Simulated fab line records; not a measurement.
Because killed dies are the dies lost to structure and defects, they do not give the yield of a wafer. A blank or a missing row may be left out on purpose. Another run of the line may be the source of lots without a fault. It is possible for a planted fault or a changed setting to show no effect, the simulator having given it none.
What tool caused it?	flow sky130	6 lots, 18 wafers sampled, at 2 steps of a route of 708

## WHAT THE GAUGES SHOWED, per wafer
SKY_PWDE_OVL_MEAS_07.
lot	measured	on	PWDE_OVL (nm)
L232	day 4 09:02	overlay-02	-0.5 0.2 0.0
L237	day 5 02:22	overlay-02	-0.2 -3.6 -1.8
L244	day 6 19:11	overlay-01	-1.9 -0.2 -0.4
L248	day 7 19:17	overlay-02	-0.9 -0.2 -1.4
L250	day 8 06:45	overlay-02	2.1 1.1 1.1
L252	day 8 21:02	overlay-01	3.0 1.8 2.3

## EACH LOT AND THE TOOL THAT RAN IT (in order: tool; ch and the chambers of the sampled wafers; start)
lot	SKY_FIELD_ISO_ETCH_15
L232	rie diel-03 ch 2,3, day 2 18:18
L237	rie diel-01 ch 0,2,3, day 3 10:33
L244	rie diel-03 ch 1,2, day 5 00:26
L248	rie diel-02 ch 1,3, day 5 19:57
L250	rie diel-01 ch 1,2, day 6 07:03
L252	rie diel-03 ch 0,2,3, day 6 20:48
- SKY_FIELD_ISO_ETCH_15: etches the open film in CHF3/O2, stops on Si, target depth 180 nm, time 72 s.

## THE ANSWER, worked out from the rows above alone
Rule: usual is defined by the lots themselves. Put in order of their means at a reading, lots are off if they are a third of the lots or fewer, leave a main group of 4 or more, and stand apart from it by a gap of 3 or more times the standard deviation of the main group's means; of several such gaps the widest counts. A main group whose means are all the same, to the digits that the tables above print for the reading, isn't used. A lot without any number at a reading at which 4 lots or more have one is off too. All remaining lots with rows at the step are treated as sound.
Across all readings shown, no lot is off: no conclusion can be drawn from this.

## WHAT THE SIMULATOR PUT IN
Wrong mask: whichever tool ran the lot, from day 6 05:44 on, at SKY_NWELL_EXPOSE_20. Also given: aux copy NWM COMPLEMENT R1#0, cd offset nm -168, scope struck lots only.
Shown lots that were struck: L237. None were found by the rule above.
